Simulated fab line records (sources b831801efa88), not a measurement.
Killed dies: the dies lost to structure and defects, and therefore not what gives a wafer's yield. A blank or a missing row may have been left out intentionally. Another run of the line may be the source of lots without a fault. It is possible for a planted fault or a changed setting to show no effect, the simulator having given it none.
One fault through the eyes of 2 desks :: flow sky130 :: each desk has only its own numbers; what lay behind them comes last

DESK OF THE TOOL OWNER: lpcvd-01
The tool's own readings at SKY_POLY_GATE_CVD_00 (deposits poly-Si, target thk 180 nm, time 720 s): means of the sampled wafers that have a number, for each lot that ran on this tool. Any lot whose mean is over 4 standard deviations away from the usual mean is out of limits and marked OUT; that distance is given in the brackets.
Columns: A = spike tc centre C at SKY_POLY_GATE_CVD_00, usual 620.4 C; B = zone power centre pct at SKY_POLY_GATE_CVD_00, usual 7.9 %
lot: L170
first seen here: day 13 19:58
A: 619.3
B: 7.4

lot: L171
first seen here: day 14 04:16
A: 620.5
B: 7.5

lot: L172
first seen here: day 14 23:22
A: 620.8
B: 8.8

lot: L174
first seen here: day 15 22:52
A: 621.0
B: 8.7

lot: L177
first seen here: day 16 15:18
A: 619.8
B: 7.5

lot: L178
first seen here: day 16 22:26
A: 619.9
B: 7.4

lot: L179
first seen here: day 17 05:30
A: 621.0
B: 8.8

lot: L180
first seen here: day 17 23:39
A: 620.6
B: 8.8

lot: L181
first seen here: day 17 23:39
A: 620.9
B: 8.8

lot: L188
first seen here: day 20 07:34
A: 620.0
B: 7.5

lot: L189
first seen here: day 20 14:25
A: 620.5
B: 8.7

lot: L190
first seen here: day 20 21:14
A: 621.6
B: 7.5

lot: L191
first seen here: day 21 03:35
A: 620.6
B: 8.7

lot: L192
first seen here: day 22 05:29
A: 620.4
B: 8.7

lot: L193
first seen here: day 22 07:17
A: 619.9
B: 7.4
This desk's finding: nothing out of limits on any of the 15 lots.

THE METROLOGY DESK
Means of the sampled wafers that have a number, per lot and without regard to the tool the lot ran on: this is what the gauges read. Any lot whose mean is over 4 standard deviations away from the usual mean is out of limits and marked OUT; that distance is given in the brackets.
Columns: A = VT_ADJUST_PCH_TW at SKY_VT_ADJUST_PCH_TW_MEAS_10, usual 145.4; B = SONOS_TUNNEL_OVL at SKY_SONOS_TUNNEL_OVL_MEAS_08, usual 0.2 nm; C = SONOS_ONO_CVD_04_THK at SKY_SONOS_ONO_THK_MEAS_05, usual 5.70 nm; D = POLY_GATE_CVD_00_THK at SKY_POLY_GATE_THK_MEAS_01, usual 179.8 nm
lot: L170
first seen here: day 10 07:42
A: 143.5
B: 2.8
C: 5.66
D: 181.7

lot: L171
first seen here: day 10 13:29
A: 147.1
B: -0.9
C: 5.62
D: 178.5

lot: L172
first seen here: day 11 08:54
A: 146.7
B: 1.3
C: 5.47
D: 180.0

lot: L174
first seen here: day 12 04:49
A: 146.4
B: 0.4
C: 5.57
D: 180.6

lot: L177
first seen here: day 12 17:41
A: 143.3
B: -0.4
C: 5.75
D: 179.8

lot: L178
first seen here: day 12 22:11
A: 146.5
B: 0.0
C: 5.61
D: 181.8

lot: L179
first seen here: day 13 08:07
A: 144.0
B: -0.5
C: 5.85
D: 191.1 (+7.5) OUT

lot: L180
first seen here: day 13 19:41
A: 146.5
B: 1.9
C: 5.62
D: 188.8 (+6.0) OUT

lot: L181
first seen here: day 13 21:53
A: 143.7
B: -0.5
C: 5.71
D: 192.0 (+8.1) OUT

lot: L188
first seen here: day 16 01:29
A: 144.3
B: 0.5
C: 5.80
D: 179.7

lot: L189
first seen here: day 16 10:33
A: 145.0
B: 0.1
C: 5.57
D: 178.8

lot: L190
first seen here: day 16 19:37
A: 147.0
B: 1.9
C: 5.65
D: 180.8

lot: L191
first seen here: day 16 23:08
A: 144.8
B: -2.2
C: 5.66
D: 179.1

lot: L192
first seen here: day 17 23:56
A: 143.8
B: -1.2
C: 5.80
D: 178.7

lot: L193
first seen here: day 18 02:00
A: 144.3
B: -1.2
C: 5.77
D: 179.1
This desk's finding: out of limits on L179, L180, L181; first on L179, day 17 06:43 (POLY_GATE_CVD_00_THK at SKY_POLY_GATE_THK_MEAS_01). Within limits: L170, L171, L172, L174, L177, L178, L188, L189, L190, L191, L192, L193.

ALL TOGETHER
On L179, L180, L181, the metrology desk was in a position to raise an alarm at day 17 06:43.
The desk of the tool owner found nothing out of limits.
Tool owner's desk: L179, L180, L181 on record, inside its limits.
Every lot named ran SKY_POLY_GATE_CVD_00 on lpcvd-01.

WHAT THE SIMULATOR HAD PUT IN
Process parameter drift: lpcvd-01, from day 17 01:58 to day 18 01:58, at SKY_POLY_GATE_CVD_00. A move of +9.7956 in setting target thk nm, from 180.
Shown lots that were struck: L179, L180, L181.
Time in hours between the start of the fault and the first out-of-limits reading at each desk: metrology desk, 5.
